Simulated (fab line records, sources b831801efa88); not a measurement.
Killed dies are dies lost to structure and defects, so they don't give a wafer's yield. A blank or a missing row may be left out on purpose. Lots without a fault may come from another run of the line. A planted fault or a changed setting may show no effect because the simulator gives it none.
fab line records | flow gf180mcu
record lots=5 wafers=15 last_day=33
route steps=602 shown VT_IMPLANT@90
lots that met no fault: from a run of the same line without faults
start_h: hours from the record's first day to the start of the lot's first wafer shown | wait_h: hours since the lot's step before | " the same as in the row above | L1.1+2: a row that stands for several wafers | - no value, or no start given | * or withheld: withheld | < > ~ a bound
route shown NAME@n: a module of which the file shows steps, and the number in the route of the first | usual: mean/standard deviation of fault-free wafers | same: alike in all rows | chamber/n: place in a boat | sites: the reading at each site | _std_site: their standard deviation | _edge_site: outer sites' mean less inner sites' | radius_mm: how far each site lies from the wafer's centre | mask NAME#n: copy n | behind: the tool/chamber that last shaped the wafer | hold: why the lot was held/for how many hours/how that ended | device: the transistor (n, p or np) that didn't switch | end of line: the same wafers' tests at the end of the route | a step without rows: its recipe alone | killed: dies lost to structure and defects at the first sort, not the wafer's yield | map: a wafer's dies, x killed, . not, _ none there
set.NAME: the setting as run; set.NAME@STEP: as run at that earlier step | model.NAME: the simulator's own value behind a step, which no gauge read
lots at some steps of the route; a table a step, a row a wafer
services: from which hour (start_h, from the record's first day; less than 0 if before it) a tool's chamber was out of use, for how many hours, and why
## steps
# step GF_VT_IMPLANT_DEHYDRATE_00
# recipe temp_c=200 time_s=60
# usual chill_plate_temp_C=23.00/0.1 plate_temp_C=200.01/0.14
# columns lot.wafer tool chamber start_h wait_h chill_plate_temp_C plate_temp_C
L077.1 litho_track-04 0 124.17 6.8 22.98 200.10
L077.4 " 0 " " 23.07 199.99
L077.5 " 0 " " 23.07 199.86
L079.2 litho_track-04 0 133.95 5.9 22.85 199.91
L079.3 " 0 " " 22.96 199.96
L079.4 " 0 " " 22.89 200.02
L082.1 litho_track-02 0 156.08 6.8 22.97 200.30
L082.2 " 0 " " 22.96 200.25
L082.3 " 0 " " 22.90 200.12
L087.2 litho_track-01 0 181.76 7.3 23.06 200.05
L087.4 " 0 " " 23.11 199.85
L087.6 " 0 " " 23.17 200.03
L094.1 litho_track-02 0 222.68 8.0 23.02 200.04
L094.3 " 0 " " 22.97 200.00
L094.6 " 0 " " 23.05 199.96
# step GF_VT_IMPLANT_HMDS_01
# recipe prime_time_s=60 prime_temp_c=120
# usual chill_plate_temp_C=23.02/0.1
# columns lot.wafer tool chamber start_h wait_h chill_plate_temp_C
L077.1 litho_track-04 0 124.32 0.1 22.81
L077.4 " 0 " " 22.99
L077.5 " 0 " " 22.85
L079.2 litho_track-04 0 134.10 0.1 23.02
L079.3 " 0 " " 22.89
L079.4 " 0 " " 23.17
L082.1 litho_track-02 0 156.23 0.1 23.06
L082.2 " 0 " " 22.92
L082.3 " 0 " " 22.99
L087.2 litho_track-01 0 181.91 0.1 22.99
L087.4 " 0 " " 23.07
L087.6 " 0 " " 22.95
L094.1 litho_track-02 0 222.83 0.1 23.06
L094.3 " 0 " " 23.11
L094.6 " 0 " " 23.05
# step GF_VT_IMPLANT_COAT_02
# recipe resist=NOVOLAK spin_rpm=3000 resist_thk_nm=1000
# usual chill_plate_temp_C=22.98/0.12
# columns lot.wafer tool chamber start_h wait_h chill_plate_temp_C
L077.1 litho_track-04 0 124.47 0.1 22.81
L077.4 " 0 " " 23.01
L077.5 " 0 " " 22.93
L079.2 litho_track-04 0 134.25 0.1 23.12
L079.3 " 0 " " 22.97
L079.4 " 0 " " 22.88
L082.1 litho_track-02 0 156.38 0.1 23.02
L082.2 " 0 " " 22.90
L082.3 " 0 " " 22.97
L087.2 litho_track-01 0 182.06 0.1 23.03
L087.4 " 0 " " 23.05
L087.6 " 0 " " 23.03
L094.1 litho_track-02 0 222.98 0.1 23.00
L094.3 " 0 " " 22.92
L094.6 " 0 " " 23.13
# step GF_VT_IMPLANT_SOFTBAKE_03
# recipe temp_c=90 time_s=60 resist=NOVOLAK
# usual chill_plate_temp_C=22.98/0.11 plate_temp_C=90.00/0.15
# columns lot.wafer tool chamber start_h wait_h chill_plate_temp_C plate_temp_C
L077.1 litho_track-04 0 124.62 0.1 23.09 89.93
L077.4 " 0 " " 23.18 90.02
L077.5 " 0 " " 23.18 89.94
L079.2 litho_track-04 0 134.40 0.1 22.82 90.03
L079.3 " 0 " " 22.94 90.19
L079.4 " 0 " " 22.84 90.00
L082.1 litho_track-02 0 156.53 0.1 22.96 90.20
L082.2 " 0 " " 22.93 90.08
L082.3 " 0 " " 23.22 90.00
L087.2 litho_track-01 0 182.21 0.1 22.92 90.05
L087.4 " 0 " " 22.79 90.00
L087.6 " 0 " " 22.93 90.13
L094.1 litho_track-02 0 223.13 0.1 22.90 89.66
L094.3 " 0 " " 22.82 90.03
L094.6 " 0 " " 23.07 89.72
# step GF_VT_IMPLANT_EXPOSE_04
# recipe mask_id=LVPWELL_LV_AREA target_cd_nm=600 na=0.6 source_shape=conventional sigma_outer=0.6 dose_mj=140
# columns lot.wafer tool chamber start_h wait_h mask
L077.1+4+5 iline_stepper-02 0 - - LVPWELL_LV_AREA#0
L079.2+3+4 iline_stepper-01 0 - - LVPWELL_LV_AREA#0
L082.1+2+3 iline_stepper-02 0 - - LVPWELL_LV_AREA#0
L087.2+4+6 iline_stepper-02 0 - - LVPWELL_LV_AREA#0
L094.1+3+6 iline_stepper-01 0 - - LVPWELL_LV_AREA#0
# step GF_VT_IMPLANT_PEB_05
# recipe temp_c=withheld time_s=* resist=NOVOLAK
# usual chill_plate_temp_C=*
# columns lot.wafer tool chamber start_h wait_h chill_plate_temp_C
L077.1 litho_track-04 0 - - *
L077.4 " 0 " " *
L077.5 " 0 " " *
L079.2 litho_track-01 0 - - *
L079.3 " 0 " " *
L079.4 " 0 " " *
L082.1 litho_track-04 0 - - *
L082.2 " 0 " " *
L082.3 " 0 " " *
L087.2 litho_track-01 0 - - *
L087.4 " 0 " " *
L087.6 " 0 " " *
L094.1 litho_track-02 0 - - *
L094.3 " 0 " " *
L094.6 " 0 " " *
# step GF_VT_IMPLANT_DEVELOP_06
# recipe develop_time_s=60 dev_temp_c=23
# usual chill_plate_temp_C=23.03/0.1 developer_temp_C=23.00/0.12
# columns lot.wafer tool chamber start_h wait_h chill_plate_temp_C developer_temp_C
L077.1 litho_track-04 0 131.87 0.1 22.98 22.91
L077.4 " 0 " " 23.03 22.86
L077.5 " 0 " " 23.08 23.06
L079.2 litho_track-01 0 142.11 0.1 23.09 23.14
L079.3 " 0 " " 23.11 23.14
L079.4 " 0 " " 23.13 23.09
L082.1 litho_track-04 0 164.37 0.1 22.97 23.00
L082.2 " 0 " " 22.92 22.99
L082.3 " 0 " " 23.03 22.88
L087.2 litho_track-01 0 190.41 0.1 23.13 22.91
L087.4 " 0 " " 23.03 22.89
L087.6 " 0 " " 23.00 22.91
L094.1 litho_track-02 0 231.38 0.1 23.12 23.01
L094.3 " 0 " " 23.01 23.01
L094.6 " 0 " " 23.17 22.86
# step GF_VT_IMPLANT_OVL_MEAS_07
# usual VT_IMPLANT_OVL=0.9/1.3
# columns lot.wafer tool chamber start_h wait_h VT_IMPLANT_OVL[nm]
L077.1 overlay-02 - 132.02 0.1 0.9
L077.4 " - " " 0.9
L077.5 " - " " -0.4
L079.2 overlay-02 - 142.24 0.1 4.6
L079.3 " - " " 4.2
L079.4 " - " " 3.3
L082.1 overlay-02 - 164.52 0.1 2.6
L082.2 " - " " 2.8
L082.3 " - " " 3.0
L087.2 overlay-01 - 190.54 0.1 1.7
L087.4 " - " " -0.5
L087.6 " - " " 0.4
L094.1 overlay-01 - 231.53 0.1 1.8
L094.3 " - " " 2.1
L094.6 " - " " 1.8
# step GF_VT_IMPLANT_IMPLANT_08
# recipe species=BF2 energy_kev=20 dose_cm2=8.079e+12 tilt_deg=7
# usual beam_energy_keV=19.999/0.0066 dose_ions_cm2=8.077e+12/9.2e+09
# columns lot.wafer tool chamber start_h wait_h beam_energy_keV dose_ions_cm2
L077.1 implanter-04 0 132.06 0.0 19.991 8.068e+12
L077.4 " 0 " " 19.990 8.072e+12
L077.5 " 0 " " 19.986 8.067e+12
L079.2 implanter-03 0 142.30 0.0 20.014 8.081e+12
L079.3 " 0 " " 20.007 8.066e+12
L079.4 " 0 " " 20.005 8.078e+12
L082.1 implanter-03 0 164.56 0.0 19.987 8.058e+12
L082.2 " 0 " " 19.993 8.089e+12
L082.3 " 0 " " 19.999 8.082e+12
L087.2 implanter-03 0 190.60 0.0 19.991 8.068e+12
L087.4 " 0 " " 19.994 8.072e+12
L087.6 " 0 " " 19.992 8.078e+12
L094.1 implanter-02 0 231.57 0.0 19.993 8.073e+12
L094.3 " 0 " " 19.994 8.079e+12
L094.6 " 0 " " 19.998 8.07e+12
# step GF_VT_IMPLANT_STRIP_09
# recipe chemistry=O2/N2 power_w=1400 pressure_mtorr=1500 platen_temp_c=250 o2_flow_sccm=3000 n2_flow_sccm=300 overash_fraction=0.5
# usual drypump_motor_current_A=5.7/0.47 heater_power_w=328/21 oes_product_au=0.716/0.0047 strip_time_to_endpoint_s=12.65/0.035
# columns lot.wafer tool chamber start_h wait_h drypump_motor_current_A heater_power_w oes_product_au rf_hours_counter_h strip_time_to_endpoint_s
L077.1 plasma_asher-01 0 132.21 0.1 5.6 330 0.719 52 12.71
L077.4 " 1 " " 5.0 352 0.711 - 12.69
L077.5 " 1 " " 5.0 345 0.714 - 12.70
L079.2 plasma_asher-01 0 142.42 0.1 5.6 328 0.709 53 12.70
L079.3 " 1 " " 5.0 349 0.721 - 12.68
L079.4 " 0 " " 5.6 333 0.711 - 12.67
L082.1 plasma_asher-03 1 164.71 0.1 6.0 303 0.725 5 12.61
L082.2 " 0 " " 5.8 312 0.720 5 12.61
L082.3 " 0 " " 5.8 305 0.710 - 12.61
L087.2 plasma_asher-03 1 190.72 0.1 6.0 306 0.720 7 12.65
L087.4 " 0 " " 5.8 319 0.717 - 12.70
L087.6 " 0 " " 5.8 302 0.719 - 12.68
L094.1 plasma_asher-03 1 231.72 0.1 6.0 305 0.708 11 12.64
L094.3 " 0 " " 5.7 313 0.710 - 12.61
L094.6 " 1 " " 6.0 306 0.717 - 12.59
# step GF_VT_IMPLANT_TW_MEAS_10
# usual VT_IMPLANT_TW=557/5.9
# columns lot.wafer tool chamber start_h wait_h VT_IMPLANT_TW
L077.1 film_metro-02 - 132.31 0.1 558
L077.4 " - " " 558
L077.5 " - " " 561
L079.2 film_metro-03 - 142.53 0.1 565
L079.3 " - " " 564
L079.4 " - " " 564
L082.1 film_metro-03 - 164.81 0.1 566
L082.2 " - " " 563
L082.3 " - " " 564
L087.2 film_metro-03 - 190.83 0.1 563
L087.4 " - " " 561
L087.6 " - " " 560
L094.1 film_metro-03 - 231.82 0.1 563
L094.3 " - " " 564
L094.6 " - " " 560
# step GF_VT_IMPLANT_DEHYDRATE_11
# recipe temp_c=200 time_s=60
# usual chill_plate_temp_C=23.03/0.11 plate_temp_C=200.04/0.16
# columns lot.wafer tool chamber start_h wait_h chill_plate_temp_C plate_temp_C
L077.1 litho_track-04 0 138.62 6.3 22.85 200.26
L077.4 " 0 " " 22.94 200.09
L077.5 " 0 " " 23.06 200.27
L079.2 litho_track-04 0 149.84 7.3 22.99 199.94
L079.3 " 0 " " 22.84 200.15
L079.4 " 0 " " 22.91 199.93
L082.1 litho_track-02 0 171.53 6.7 23.01 199.89
L082.2 " 0 " " 22.98 199.71
L082.3 " 0 " " 22.89 200.08
L087.2 litho_track-01 0 198.41 7.6 22.95 200.16
L087.4 " 0 " " 22.69 200.08
L087.6 " 0 " " 22.81 200.26
L094.1 litho_track-01 0 239.78 8.0 23.02 199.91
L094.3 " 0 " " 22.94 199.62
L094.6 " 0 " " 22.95 199.81
# step GF_VT_IMPLANT_HMDS_12
# recipe prime_time_s=60 prime_temp_c=120
# usual chill_plate_temp_C=22.98/0.12
# columns lot.wafer tool chamber start_h wait_h chill_plate_temp_C
L077.1 litho_track-04 0 138.77 0.1 23.10
L077.4 " 0 " " 22.99
L077.5 " 0 " " 23.05
L079.2 litho_track-04 0 149.99 0.1 22.90
L079.3 " 0 " " 22.99
L079.4 " 0 " " 22.83
L082.1 litho_track-02 0 171.68 0.1 23.17
L082.2 " 0 " " 23.15
L082.3 " 0 " " 23.02
L087.2 litho_track-01 0 198.56 0.1 22.91
L087.4 " 0 " " 23.01
L087.6 " 0 " " 22.84
L094.1 litho_track-01 0 239.93 0.1 23.13
L094.3 " 0 " " 23.17
L094.6 " 0 " " 22.86
# step GF_VT_IMPLANT_COAT_13
# recipe resist=NOVOLAK spin_rpm=3000 resist_thk_nm=1000
# usual chill_plate_temp_C=22.99/0.1
# columns lot.wafer tool chamber start_h wait_h chill_plate_temp_C
L077.1 litho_track-04 0 138.92 0.1 23.01
L077.4 " 0 " " 22.94
L077.5 " 0 " " 23.02
L079.2 litho_track-04 0 150.14 0.1 22.99
L079.3 " 0 " " 22.90
L079.4 " 0 " " 22.92
L082.1 litho_track-02 0 171.83 0.1 23.04
L082.2 " 0 " " 23.06
L082.3 " 0 " " 23.03
L087.2 litho_track-01 0 198.71 0.1 23.23
L087.4 " 0 " " 22.96
L087.6 " 0 " " 23.10
L094.1 litho_track-01 0 240.08 0.1 22.90
L094.3 " 0 " " 23.05
L094.6 " 0 " " 23.03
# step GF_VT_IMPLANT_SOFTBAKE_14
# recipe temp_c=90 time_s=60 resist=NOVOLAK
# usual chill_plate_temp_C=22.97/0.1 plate_temp_C=90.00/0.14
# columns lot.wafer tool chamber start_h wait_h chill_plate_temp_C plate_temp_C
L077.1 litho_track-04 0 139.07 0.1 23.04 90.04
L077.4 " 0 " " 22.96 90.10
L077.5 " 0 " " 22.91 90.07
L079.2 litho_track-04 0 150.29 0.1 22.89 90.10
L079.3 " 0 " " 22.91 89.86
L079.4 " 0 " " 22.98 90.02
L082.1 litho_track-02 0 171.98 0.1 23.10 89.84
L082.2 " 0 " " 22.93 89.96
L082.3 " 0 " " 22.87 90.08
L087.2 litho_track-01 0 198.86 0.1 22.87 89.88
L087.4 " 0 " " 23.02 89.84
L087.6 " 0 " " 23.02 89.87
L094.1 litho_track-01 0 240.23 0.1 22.91 90.01
L094.3 " 0 " " 22.92 89.77
L094.6 " 0 " " 22.88 89.97
# step GF_VT_IMPLANT_EXPOSE_15
# recipe mask_id=Nwell_LV_AREA target_cd_nm=860 na=0.6 source_shape=conventional sigma_outer=0.6 dose_mj=140
# columns lot.wafer tool chamber start_h wait_h mask
L077.1+4+5 iline_stepper-02 0 - - Nwell_LV_AREA#0
L079.2+3+4 iline_stepper-02 0 - - Nwell_LV_AREA#0
L082.1+2+3 iline_stepper-01 0 - - Nwell_LV_AREA#0
L087.2+4+6 iline_stepper-01 0 - - Nwell_LV_AREA#0
L094.1+3+6 iline_stepper-01 0 - - Nwell_LV_AREA#0
# step GF_VT_IMPLANT_PEB_16
# recipe temp_c=withheld time_s=* resist=NOVOLAK
# usual chill_plate_temp_C=*
# columns lot.wafer tool chamber start_h wait_h chill_plate_temp_C
L077.1 litho_track-04 0 - - *
L077.4 " 0 " " *
L077.5 " 0 " " *
L079.2 litho_track-04 0 - - *
L079.3 " 0 " " *
L079.4 " 0 " " *
L082.1 litho_track-04 0 - - *
L082.2 " 0 " " *
L082.3 " 0 " " *
L087.2 litho_track-01 0 - - *
L087.4 " 0 " " *
L087.6 " 0 " " *
L094.1 litho_track-04 0 - - *
L094.3 " 0 " " *
L094.6 " 0 " " *
# step GF_VT_IMPLANT_DEVELOP_17
# recipe develop_time_s=60 dev_temp_c=23
# usual chill_plate_temp_C=23.02/0.11 developer_temp_C=23.01/0.1
# columns lot.wafer tool chamber start_h wait_h chill_plate_temp_C developer_temp_C
L077.1 litho_track-04 0 146.32 0.1 23.27 22.89
L077.4 " 0 " " 23.04 23.00
L077.5 " 0 " " 23.06 23.02
L079.2 litho_track-04 0 157.99 0.1 22.92 22.97
L079.3 " 0 " " 23.03 22.96
L079.4 " 0 " " 23.09 23.03
L082.1 litho_track-04 0 179.77 0.1 23.09 23.02
L082.2 " 0 " " 22.92 23.14
L082.3 " 0 " " 23.01 22.93
L087.2 litho_track-01 0 206.91 0.1 23.29 23.09
L087.4 " 0 " " 22.91 23.05
L087.6 " 0 " " 23.30 23.01
L094.1 litho_track-04 0 249.37 0.1 23.19 22.99
L094.3 " 0 " " 23.23 23.15
L094.6 " 0 " " 23.09 23.01
# step GF_VT_IMPLANT_OVL_MEAS_18
# usual VT_IMPLANT_01_OVL=0.3/1.2
# columns lot.wafer tool chamber start_h wait_h VT_IMPLANT_01_OVL[nm]
L077.1 overlay-01 - 146.47 0.1 -0.3
L077.4 " - " " 1.1
L077.5 " - " " 0.0
L079.2 overlay-01 - 158.13 0.1 -1.4
L079.3 " - " " -1.1
L079.4 " - " " 0.5
L082.1 overlay-02 - 179.92 0.1 1.3
L082.2 " - " " 0.8
L082.3 " - " " 1.3
L087.2 overlay-02 - 207.04 0.1 0.9
L087.4 " - " " -1.3
L087.6 " - " " -0.8
L094.1 overlay-02 - 249.52 0.1 -0.5
L094.3 " - " " -0.1
L094.6 " - " " -0.3
# step GF_VT_IMPLANT_IMPLANT_19
# recipe species=As energy_kev=100 dose_cm2=4.35e+12 tilt_deg=7
# usual beam_energy_keV=100.00/0.025 dose_ions_cm2=4.35e+12/4.8e+09
# columns lot.wafer tool chamber start_h wait_h beam_energy_keV dose_ions_cm2
L077.1 implanter-04 0 146.51 0.0 100.01 4.352e+12
L077.4 " 0 " " 99.984 4.347e+12
L077.5 " 0 " " 100.00 4.346e+12
L079.2 implanter-03 0 158.18 0.0 100.02 4.344e+12
L079.3 " 0 " " 99.996 4.356e+12
L079.4 " 0 " " 99.932 4.351e+12
L082.1 implanter-03 0 179.96 0.0 100.01 4.357e+12
L082.2 " 0 " " 100.02 4.356e+12
L082.3 " 0 " " 100.04 4.349e+12
L087.2 implanter-03 0 207.10 0.0 99.998 4.354e+12
L087.4 " 0 " " 100.01 4.354e+12
L087.6 " 0 " " 100.01 4.347e+12
L094.1 implanter-02 0 249.55 0.0 100.03 4.35e+12
L094.3 " 0 " " 100.08 4.355e+12
L094.6 " 0 " " 99.993 4.357e+12
# step GF_VT_IMPLANT_STRIP_20
# recipe chemistry=O2/N2 power_w=1400 pressure_mtorr=1500 platen_temp_c=250 o2_flow_sccm=3000 n2_flow_sccm=300 overash_fraction=0.5
# usual drypump_motor_current_A=5.7/0.53 heater_power_w=333/21 oes_product_au=0.716/0.0045 strip_time_to_endpoint_s=12.63/0.04
# columns lot.wafer tool chamber start_h wait_h drypump_motor_current_A heater_power_w oes_product_au rf_hours_counter_h strip_time_to_endpoint_s
L077.1 plasma_asher-01 0 146.66 0.1 5.6 333 0.713 53 12.66
L077.4 " 1 " " 5.0 345 0.721 - 12.68
L077.5 " 1 " " 5.0 344 0.716 - 12.66
L079.2 plasma_asher-02 0 158.31 0.1 5.4 305 0.712 42 12.68
L079.3 " 0 " " 5.5 312 0.722 - 12.65
L079.4 " 1 " " 6.6 368 0.716 - 12.66
L082.1 plasma_asher-01 0 180.11 0.1 5.5 337 0.717 56 12.64
L082.2 " 1 " " 5.0 346 0.716 56 12.62
L082.3 " 1 " " 5.0 346 0.713 - 12.67
L087.2 plasma_asher-01 0 207.22 0.1 5.6 326 0.724 57 12.67
L087.4 " 1 " " 5.0 351 0.709 - 12.66
L087.6 " 1 " " 5.0 347 0.709 - 12.63
L094.1 plasma_asher-02 1 249.70 0.1 6.6 352 0.717 53 12.62
L094.3 " 1 " " 6.6 371 0.715 - 12.60
L094.6 " 1 " " 6.6 360 0.712 - 12.55
# step GF_VT_IMPLANT_TW_MEAS_21
# usual VT_IMPLANT_2_TW=1208/11
# columns lot.wafer tool chamber start_h wait_h VT_IMPLANT_2_TW
L077.1 film_metro-03 - 146.76 0.1 1220
L077.4 " - " " 1224
L077.5 " - " " 1224
L079.2 film_metro-02 - 158.42 0.1 1214
L079.3 " - " " 1211
L079.4 " - " " 1219
L082.1 film_metro-03 - 180.21 0.1 1216
L082.2 " - " " 1221
L082.3 " - " " 1224
L087.2 film_metro-03 - 207.33 0.1 1214
L087.4 " - " " 1214
L087.6 " - " " 1211
L094.1 film_metro-02 - 249.80 0.1 1214
L094.3 " - " " 1214
L094.6 " - " " 1205
# step GF_VT_IMPLANT_DEHYDRATE_22
# recipe temp_c=200 time_s=60
# usual chill_plate_temp_C=23.01/0.1 plate_temp_C=200.02/0.17
# columns lot.wafer tool chamber start_h wait_h chill_plate_temp_C plate_temp_C
L077.1 litho_track-01 0 153.94 7.2 22.83 200.17
L077.4 " 0 " " 22.97 200.15
L077.5 " 0 " " 23.05 200.32
L079.2 litho_track-04 0 165.24 6.8 23.15 200.10
L079.3 " 0 " " 23.18 200.07
L079.4 " 0 " " 23.16 200.05
L082.1 litho_track-04 0 187.62 7.4 23.02 199.88
L082.2 " 0 " " 23.01 200.01
L082.3 " 0 " " 23.00 200.04
L087.2 litho_track-02 0 215.75 8.4 23.19 200.03
L087.4 " 0 " " 23.18 199.96
L087.6 " 0 " " 23.12 199.82
L094.1 litho_track-01 0 258.43 8.6 22.95 200.02
L094.3 " 0 " " 22.88 199.96
L094.6 " 0 " " 22.92 200.28
# step GF_VT_IMPLANT_HMDS_23
# recipe prime_time_s=60 prime_temp_c=120
# usual chill_plate_temp_C=22.97/0.11
# columns lot.wafer tool chamber start_h wait_h chill_plate_temp_C
L077.1 litho_track-01 0 154.09 0.1 23.04
L077.4 " 0 " " 22.97
L077.5 " 0 " " 23.08
L079.2 litho_track-04 0 165.39 0.1 23.08
L079.3 " 0 " " 23.18
L079.4 " 0 " " 23.28
L082.1 litho_track-04 0 187.77 0.1 22.94
L082.2 " 0 " " 22.96
L082.3 " 0 " " 22.83
L087.2 litho_track-02 0 215.90 0.1 22.79
L087.4 " 0 " " 22.94
L087.6 " 0 " " 22.98
L094.1 litho_track-01 0 258.58 0.1 23.08
L094.3 " 0 " " 23.17
L094.6 " 0 " " 23.10
# step GF_VT_IMPLANT_COAT_24
# recipe resist=NOVOLAK spin_rpm=3000 resist_thk_nm=1000
# usual chill_plate_temp_C=22.98/0.1
# columns lot.wafer tool chamber start_h wait_h chill_plate_temp_C
L077.1 litho_track-01 0 154.24 0.1 23.17
L077.4 " 0 " " 23.02
L077.5 " 0 " " 23.02
L079.2 litho_track-04 0 165.54 0.1 22.99
L079.3 " 0 " " 23.08
L079.4 " 0 " " 22.99
L082.1 litho_track-04 0 187.92 0.1 22.91
L082.2 " 0 " " 23.19
L082.3 " 0 " " 22.91
L087.2 litho_track-02 0 216.05 0.1 23.11
L087.4 " 0 " " 22.78
L087.6 " 0 " " 22.98
L094.1 litho_track-01 0 258.73 0.1 23.04
L094.3 " 0 " " 22.85
L094.6 " 0 " " 23.08
# step GF_VT_IMPLANT_SOFTBAKE_25
# recipe temp_c=90 time_s=60 resist=NOVOLAK
# usual chill_plate_temp_C=23.01/0.1 plate_temp_C=90.00/0.12
# columns lot.wafer tool chamber start_h wait_h chill_plate_temp_C plate_temp_C
L077.1 litho_track-01 0 154.39 0.1 23.05 90.19
L077.4 " 0 " " 23.24 90.09
L077.5 " 0 " " 23.05 90.01
L079.2 litho_track-04 0 165.69 0.1 22.99 89.79
L079.3 " 0 " " 23.10 89.92
L079.4 " 0 " " 23.05 89.87
L082.1 litho_track-04 0 188.07 0.1 22.91 90.02
L082.2 " 0 " " 23.17 90.07
L082.3 " 0 " " 22.98 89.90
L087.2 litho_track-02 0 216.20 0.1 22.98 89.93
L087.4 " 0 " " 23.14 90.07
L087.6 " 0 " " 22.86 90.01
L094.1 litho_track-01 0 258.88 0.1 22.94 89.72
L094.3 " 0 " " 22.95 89.98
L094.6 " 0 " " 22.95 89.87
# step GF_VT_IMPLANT_EXPOSE_26
# recipe mask_id=LVPWELL_HV_AREA target_cd_nm=860 na=0.6 source_shape=conventional sigma_outer=0.6 dose_mj=140
# columns lot.wafer tool chamber start_h wait_h mask
L077.1+4+5 iline_stepper-02 0 - - LVPWELL_HV_AREA#0
L079.2+3+4 iline_stepper-01 0 - - LVPWELL_HV_AREA#0
L082.1+2+3 iline_stepper-02 0 - - LVPWELL_HV_AREA#0
L087.2+4+6 iline_stepper-01 0 - - LVPWELL_HV_AREA#0
L094.1+3+6 iline_stepper-02 0 - - LVPWELL_HV_AREA#0
# step GF_VT_IMPLANT_PEB_27
# recipe temp_c=withheld time_s=* resist=NOVOLAK
# usual chill_plate_temp_C=*
# columns lot.wafer tool chamber start_h wait_h chill_plate_temp_C
L077.1 litho_track-04 0 - - *
L077.4 " 0 " " *
L077.5 " 0 " " *
L079.2 litho_track-02 0 - - *
L079.3 " 0 " " *
L079.4 " 0 " " *
L082.1 litho_track-01 0 - - *
L082.2 " 0 " " *
L082.3 " 0 " " *
L087.2 litho_track-01 0 - - *
L087.4 " 0 " " *
L087.6 " 0 " " *
L094.1 litho_track-01 0 - - *
L094.3 " 0 " " *
L094.6 " 0 " " *
# step GF_VT_IMPLANT_DEVELOP_28
# recipe develop_time_s=60 dev_temp_c=23
# usual chill_plate_temp_C=23.01/0.093 developer_temp_C=23.03/0.11
# columns lot.wafer tool chamber start_h wait_h chill_plate_temp_C developer_temp_C
L077.1 litho_track-04 0 161.52 0.1 22.93 22.96
L077.4 " 0 " " 23.02 23.04
L077.5 " 0 " " 22.89 23.08
L079.2 litho_track-02 0 173.26 0.1 22.98 23.00
L079.3 " 0 " " 22.97 22.99
L079.4 " 0 " " 23.08 22.90
L082.1 litho_track-01 0 196.03 0.1 22.94 23.14
L082.2 " 0 " " 23.09 23.04
L082.3 " 0 " " 23.00 23.00
L087.2 litho_track-01 0 224.51 0.1 23.12 22.89
L087.4 " 0 " " 23.07 22.92
L087.6 " 0 " " 23.09 23.01
L094.1 litho_track-01 0 268.33 0.1 22.93 23.16
L094.3 " 0 " " 22.97 23.10
L094.6 " 0 " " 23.06 23.14
# step GF_VT_IMPLANT_OVL_MEAS_29
# usual VT_IMPLANT_02_OVL=1.0/1.5
# columns lot.wafer tool chamber start_h wait_h VT_IMPLANT_02_OVL[nm]
L077.1 overlay-01 - 161.67 0.1 1.6
L077.4 " - " " 1.3
L077.5 " - " " 3.0
L079.2 overlay-02 - 173.39 0.1 -0.9
L079.3 " - " " -2.9
L079.4 " - " " -1.3
L082.1 overlay-01 - 196.18 0.1 1.4
L082.2 " - " " 1.2
L082.3 " - " " 1.3
L087.2 overlay-01 - 224.64 0.1 -0.7
L087.4 " - " " -0.8
L087.6 " - " " 1.1
L094.1 overlay-01 - 268.48 0.1 -2.3
L094.3 " - " " -0.9
L094.6 " - " " -0.5
# step GF_VT_IMPLANT_IMPLANT_30
# recipe species=B energy_kev=25 dose_cm2=2.534e+12 tilt_deg=7
# usual beam_energy_keV=24.999/0.0079 dose_ions_cm2=2.5331e+12/2.7e+09
# columns lot.wafer tool chamber start_h wait_h beam_energy_keV dose_ions_cm2
L077.1 implanter-04 0 161.71 0.0 24.986 2.5281e+12
L077.4 " 0 " " 24.977 2.5362e+12
L077.5 " 0 " " 24.999 2.5346e+12
L079.2 implanter-04 0 173.44 0.0 24.994 2.5321e+12
L079.3 " 0 " " 25.000 2.5311e+12
L079.4 " 0 " " 24.990 2.5304e+12
L082.1 implanter-04 0 196.37 0.2 25.006 2.5301e+12
L082.2 " 0 " " 25.004 2.5363e+12
L082.3 " 0 " " 25.003 2.5308e+12
L087.2 implanter-02 0 224.70 0.0 24.983 2.5369e+12
L087.4 " 0 " " 24.996 2.5399e+12
L087.6 " 0 " " 25.001 2.5343e+12
L094.1 implanter-03 0 268.52 0.0 25.011 2.5389e+12
L094.3 " 0 " " 25.013 2.5338e+12
L094.6 " 0 " " 25.004 2.5382e+12
# step GF_VT_IMPLANT_STRIP_31
# recipe chemistry=O2/N2 power_w=1400 pressure_mtorr=1500 platen_temp_c=250 o2_flow_sccm=3000 n2_flow_sccm=300 overash_fraction=0.5
# usual drypump_motor_current_A=5.8/0.48 heater_power_w=327/23 oes_product_au=0.716/0.0044 strip_time_to_endpoint_s=12.63/0.035
# columns lot.wafer tool chamber start_h wait_h drypump_motor_current_A heater_power_w oes_product_au rf_hours_counter_h strip_time_to_endpoint_s
L077.1 plasma_asher-02 1 161.86 0.1 6.6 363 0.720 42 12.59
L077.4 " 0 " " 5.5 306 0.717 - 12.60
L077.5 " 1 " " 6.6 359 0.709 - 12.59
L079.2 plasma_asher-02 1 173.57 0.1 6.6 375 0.715 44 12.63
L079.3 " 0 " " 5.5 306 0.719 - 12.59
L079.4 " 1 " " 6.6 368 0.718 - 12.62
L082.1 plasma_asher-03 0 196.52 0.1 5.7 300 0.712 7 12.62
L082.2 " 1 " " 6.0 300 0.715 7 12.64
L082.3 " 1 " " 6.0 309 0.715 - 12.65
L087.2 plasma_asher-02 1 224.82 0.1 6.6 363 0.722 50 12.70
L087.4 " 0 " " 5.5 304 0.715 - 12.69
L087.6 " 0 " " 5.5 308 0.713 - 12.67
L094.1 plasma_asher-03 0 268.67 0.1 5.7 311 0.724 15 12.62
L094.3 " 0 " " 5.8 311 0.722 - 12.63
L094.6 " 1 " " 6.0 307 0.718 - 12.61
## services
# columns tool chamber start_h hours kind
plasma_asher-01 - 100.49 2.2 repair
iline_stepper-01 - 103.99 9.2 repair
plasma_asher-03 - 108.75 9.0 pm
plasma_asher-03 0 108.75 9.0 vent_cycle
implanter-02 - 110.12 86.0 repair
implanter-03 - 123.12 0.5 repair
implanter-03 - 138.68 3.2 repair
implanter-02 - 142.02 3.2 repair
plasma_asher-01 - 154.55 9.1 repair
plasma_asher-01 - 155.44 1.6 repair
plasma_asher-03 - 172.80 14.6 pm
implanter-04 - 174.90 13.3 pm
plasma_asher-01 - 184.60 17.2 pm
iline_stepper-01 - 190.89 1.7 pm
implanter-03 - 193.96 2.7 repair
implanter-02 - 196.10 10.0 pm
plasma_asher-03 - 200.37 2.6 repair
implanter-03 - 213.20 2.3 repair
plasma_asher-01 - 227.02 2.8 pm
iline_stepper-01 0 242.80 - calibration
iline_stepper-02 - 244.91 4.6 repair
iline_stepper-02 - 249.51 1.7 pm
implanter-03 - 261.13 3.5 repair
plasma_asher-02 - 268.61 14.6 pm
## key
fault none
